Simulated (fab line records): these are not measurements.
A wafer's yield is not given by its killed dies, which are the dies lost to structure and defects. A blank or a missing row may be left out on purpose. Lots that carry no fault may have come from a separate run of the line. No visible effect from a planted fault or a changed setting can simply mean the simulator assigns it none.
Which of the tools did it? | flow gf180mcu | Sampling: 13 lots, 39 wafers, 3 of 602 route steps

== WHAT EACH GAUGE READ, for each wafer ==
GF_M2_THK_MEAS_06: measures by xrf. Usual: for M2_ALCU_THK the level is 437 nm and the standard deviation is 4.7.
lot  | measured     | on           | M2_ALCU_THK (nm) | flag
L641 | day 18 11:58 | filmMetro-03 | 434 432 436      | 
L642 | day 18 23:32 | filmMetro-02 | 434 432 436      | 
L643 | day 19 15:14 | filmMetro-03 | 427 428 429      | 
L644 | day 19 21:22 | filmMetro-02 | 436 436 436      | 
L645 | day 19 23:32 | filmMetro-04 | 442 442 442      | 
L648 | day 21 05:21 | filmMetro-03 | 441 444 445      | 
L649 | day 21 13:05 | filmMetro-03 | 435 438 435      | 
L650 | day 21 22:03 | filmMetro-02 | 434 432 433      | 
L655 | day 23 17:50 | filmMetro-02 | 439 444 442      | 
L656 | day 24 03:47 | filmMetro-02 | 431 433 434      | 
L661 | day 25 15:46 | filmMetro-04 | 435 435 434      | 
L662 | day 25 23:05 | filmMetro-04 | 440 447 444      | 
L663 | day 26 04:42 | filmMetro-03 | 440 444 438      | 

GF_V3_CD_MEAS_14: target cd 260 nm. Usual: cdNm 260.2 nm, standard deviation 1.5.
lot  | measured     | on       | cdNm (nm)         | flag
L641 | day 22 14:51 | cdSem-01 | 261.9 263.0 262.2 | 
L642 | day 23 02:34 | cdSem-02 | 262.5 263.2 262.5 | 
L643 | day 23 17:41 | cdSem-02 | 261.5 262.2 262.1 | 
L644 | day 23 23:59 | cdSem-01 | 260.8 259.9 259.6 | 
L645 | day 24 02:38 | cdSem-02 | 259.3 258.9 258.4 | 
L648 | day 25 04:55 | cdSem-01 | 258.8 259.2 259.4 | 
L649 | day 25 10:47 | cdSem-02 | 259.2 260.0 260.0 | 
L650 | day 25 19:54 | cdSem-02 | 261.0 261.3 261.1 | 
L655 | day 27 10:20 | cdSem-01 | 259.6 260.1 260.4 | 
L656 | day 27 19:05 | cdSem-01 | 261.5 261.1 262.6 | 
L661 | day 29 02:37 | cdSem-02 | 260.0 260.9 260.5 | 
L662 | day 29 08:29 | cdSem-02 | 259.9 260.4 260.4 | 
L663 | day 29 19:17 | cdSem-01 | 261.0 261.1 261.8 | 

== TOOL THAT RAN EACH LOT (tool first, then ch and the chambers of the sampled wafers, then the start) ==
lot  | GF_M3_SPUTTER_01
L641 | pvdSputter-02, day 20 14:36
L642 | pvdSputter-02, day 21 02:52
L643 | pvdSputter-03, day 21 18:40
L644 | pvdSputter-02, day 22 00:44
L645 | pvdSputter-01, day 22 02:40
L648 | pvdSputter-01, day 23 06:29
L649 | pvdSputter-02, day 23 14:50
L650 | pvdSputter-03, day 23 23:13
L655 | pvdSputter-03, day 25 16:31
L656 | pvdSputter-03, day 26 00:49
L661 | pvdSputter-03, day 27 12:18
L662 | pvdSputter-03, day 27 18:22
L663 | pvdSputter-03, day 28 00:03
- GF_M3_SPUTTER_01: material TiN, target thk 30 nm, time 25 s.

== WHAT THE TOOLS THEMSELVES READ (means of the sampled wafers that have a number; where no wafer has one, the mark that the record gives instead) ==
GF_M3_SPUTTER_01. Usual: cathodeDcPowerW 6500.0 W, standard deviation 1.2; throttleValvePct 30.3 %, standard deviation 0.74.
lot  | tool          | cathodeDcPowerW (W) | throttleValvePct (%) | flag
L641 | pvdSputter-02 | 6499.5              | 30.1                 | 
L642 | pvdSputter-02 | 6500.6              | 30.2                 | 
L643 | pvdSputter-03 | 6500.2              | 31.1                 | 
L644 | pvdSputter-02 | 6499.4              | 30.0                 | 
L645 | pvdSputter-01 | 6499.6              | 30.1                 | 
L648 | pvdSputter-01 | 6500.8              | 30.4                 | 
L649 | pvdSputter-02 | 6500.0              | 29.8                 | 
L650 | pvdSputter-03 | 6500.0              | 31.5                 | 
L655 | pvdSputter-03 | 6498.8              | 30.8                 | 
L656 | pvdSputter-03 | 6500.3              | 31.2                 | 
L661 | pvdSputter-03 | 6500.2              | 30.9                 | 
L662 | pvdSputter-03 | 6499.6              | 31.0                 | 
L663 | pvdSputter-03 | 6499.5              | 31.3                 | 

== THE ANSWER, worked out from the rows above alone ==
Rule: a lot counts as off when the mean over its wafers that have a number is more than 3 standard deviations away from the usual mean. A lot without any number at a reading at which 4 lots or more have one is off too. Any other lot the step has rows for is counted as sound. First the gauges in route order, then the tools' own readings, where a lot's mean is used as printed above. At the first step where some lot is off, the reading lying furthest off is the one used; lots without a number count as furthest.
Nothing can be told from this: no lot is off at any reading shown.

== WHAT WAS PUT IN BY THE SIMULATOR ==
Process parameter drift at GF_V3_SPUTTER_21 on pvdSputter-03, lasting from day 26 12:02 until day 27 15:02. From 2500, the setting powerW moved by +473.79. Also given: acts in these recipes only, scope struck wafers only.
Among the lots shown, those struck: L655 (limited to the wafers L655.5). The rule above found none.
